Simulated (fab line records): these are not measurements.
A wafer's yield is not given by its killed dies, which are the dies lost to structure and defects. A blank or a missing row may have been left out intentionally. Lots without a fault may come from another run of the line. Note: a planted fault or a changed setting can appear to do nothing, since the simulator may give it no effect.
2 desks looking at one fault / flow sky130 / what lay behind the numbers comes last; until then each desk has only its own

== AT THE METROLOGY DESK ==
Means of the sampled wafers that have a number, per lot and without regard to the tool the lot ran on: this is what the gauges read. The brackets show how far a lot's mean lies from the usual mean; more than 4 standard deviations puts the lot out of limits, marked OUT.
Columns: A = SONOS_ONO_OXIDATION_THK at SKY_SONOS_ONO_THK_MEAS_01, usual 2.59 nm; B = cdNm at SKY_SONOS_ONO_CD_MEAS_13, usual 410.6 nm; C = POLY_GATE_TW at SKY_RES_PROTECT_TW_MEAS_08, usual 4002
lot=L738; first seen here=day 12 03:38; A=2.62; B=411.7; C=3992
lot=L739; first seen here=day 12 14:49; A=2.53; B=413.4; C=3996
lot=L741; first seen here=day 12 21:55; A=2.55; B=413.7; C=3967
lot=L742; first seen here=day 12 23:20; A=2.63; B=410.8; C=4006
lot=L748; first seen here=day 14 18:27; A=2.69; B=412.9; C=3737 (-12) OUT
lot=L749; first seen here=day 14 22:48; A=2.64; B=409.2; C=3730 (-12) OUT
lot=L754; first seen here=day 16 17:55; A=2.63; B=411.5; C=3995
lot=L755; first seen here=day 16 20:41; A=2.55; B=410.3; C=4017
lot=L757; first seen here=day 17 22:02; A=2.57; B=412.4; C=4016
lot=L758; first seen here=day 18 07:43; A=2.60; B=409.4; C=4019
lot=L761; first seen here=day 18 21:46; A=2.64; B=411.5; C=4033
This desk finds L748, L749 out of limits, with the earliest case on L748 at day 19 00:08 (POLY_GATE_TW at SKY_RES_PROTECT_TW_MEAS_08). L738, L739, L741, L742, L754, L755, L757, L758, L761 stayed within limits.

== DESK OF THE TOOL OWNER: implanter-02 ==
SKY_POLY_GATE_IMPLANT_02, tool's own readings: per-lot mean of the sampled wafers with a number, covering each lot this tool ran. The brackets show how far a lot's mean lies from the usual mean; more than 4 standard deviations puts the lot out of limits, marked OUT.
Columns: A = beamOnS at SKY_POLY_GATE_IMPLANT_02, usual 36.1 s; B = doseIonsCm2 at SKY_POLY_GATE_IMPLANT_02, usual 7.702e+15; C = endStationPressureTorr at SKY_POLY_GATE_IMPLANT_02, usual 1.07e-05 Torr
lot=L739; first seen here=day 16 11:25; A=38.0; B=7.703e+15; C=1.04e-05
lot=L741; first seen here=day 16 17:00; A=37.3; B=7.700e+15; C=1.03e-05
lot=L742; first seen here=day 16 17:48; A=37.8; B=7.706e+15; C=1.05e-05
lot=L748; first seen here=day 18 23:55; A=16.2 (-9.9) OUT; B=3.298e+15 (-99 or more) OUT; C=1.39e-05 (+4.8) OUT
lot=L749; first seen here=day 19 00:12; A=16.1 (-10) OUT; B=3.283e+15 (-99 or more) OUT; C=1.32e-05
lot=L758; first seen here=day 22 11:54; A=37.9; B=7.702e+15; C=1.01e-05
lot=L761; first seen here=day 23 02:15; A=38.5; B=7.702e+15; C=1.04e-05
This desk's finding: out of limits on L748, L749; first on L748, day 18 23:55 (beamOnS at SKY_POLY_GATE_IMPLANT_02). L739, L741, L742, L758, L761 stayed within limits.

== TAKEN TOGETHER ==
On L748, L749, at day 18 23:55, an alarm was possible from the tool owner's desk.
On L748, L749, the metrology desk was in a position to raise an alarm at day 19 00:08.
The lots listed all ran SKY_POLY_GATE_IMPLANT_02 on implanter-02.

== WHAT THE SIMULATOR PUT IN ==
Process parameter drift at SKY_POLY_GATE_IMPLANT_02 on implanter-02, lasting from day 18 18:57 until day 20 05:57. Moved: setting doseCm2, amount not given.
Struck lots among those shown: L748, L749.
Time in hours from fault onset to the first out-of-limits reading at each desk: tool owner's desk 5, metrology desk 5.
